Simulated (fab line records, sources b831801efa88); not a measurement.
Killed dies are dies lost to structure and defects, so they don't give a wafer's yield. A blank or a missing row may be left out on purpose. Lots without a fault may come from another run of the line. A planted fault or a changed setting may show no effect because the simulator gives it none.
One fault seen from 2 desks | flow sky130 | each desk has only its own numbers; what lay behind them comes last

THE METROLOGY DESK
What the gauges read, lot by lot, whatever tool the lot ran on: means of the sampled wafers that have a number. A lot is out of limits, marked OUT, if its mean lies more than 4 standard deviations from the usual mean; the brackets give that distance.
Columns: A = LI_CONTACT_HDPCVD_THK at SKY_LI_CONTACT_THK_MEAS_01, usual 930 nm; B = cd_nm at SKY_METAL1_CD_MEAS_15, usual 139.8 nm
lot  | first seen here | A   | B
L645 | day 28 13:50    | 921 | 142.5
L646 | day 29 07:09    | 930 | 140.7
L647 | day 29 15:03    | 935 | 141.8
L649 | day 30 08:46    | 927 | 141.6
L650 | day 30 14:11    | 943 | 139.0
L651 | day 30 22:27    | 925 | 139.3
L652 | day 31 02:04    | 920 | 139.9
L653 | day 31 13:40    | 930 | 139.7
L655 | day 32 00:41    | 924 | 140.3
L656 | day 32 07:17    | 940 | 139.2
L663 | day 34 13:12    | 945 | 138.7
L664 | day 34 20:25    | 932 | 139.2
L665 | day 35 04:30    | 934 | 138.1
L666 | day 35 09:01    | 947 | 140.2
This desk's finding: nothing out of limits on any of the 14 lots.

THE TOOL OWNER'S DESK: furnace-02
The tool's own readings at SKY_GATE_OXIDE_OXIDATION_16 (stabilise 600 s, purge 300 s, target thk 3.57 nm): means of the sampled wafers that have a number, for each lot that ran on this tool. A lot is out of limits, marked OUT, if its mean lies more than 4 standard deviations from the usual mean; the brackets give that distance.
Columns: A = tube_center_temp_C at SKY_GATE_OXIDE_OXIDATION_16, usual 800.00 C
lot  | first seen here | A
L645 | day 14 09:07    | 799.98
L647 | day 15 09:58    | 799.99
L650 | day 16 11:49    | 799.97
L651 | day 16 17:46    | 800.00
L652 | day 17 00:02    | 799.95
L653 | day 17 08:47    | 799.95
L656 | day 18 09:35    | 799.95
L664 | day 21 03:08    | 800.06
L665 | day 21 17:22    | 800.00
L666 | day 21 22:20    | 799.94
This desk's finding: nothing out of limits on any of the 10 lots.

PUT TOGETHER
The metrology desk saw nothing out of limits.
The tool owner's desk saw nothing out of limits.

WHAT THE SIMULATOR HAD PUT IN
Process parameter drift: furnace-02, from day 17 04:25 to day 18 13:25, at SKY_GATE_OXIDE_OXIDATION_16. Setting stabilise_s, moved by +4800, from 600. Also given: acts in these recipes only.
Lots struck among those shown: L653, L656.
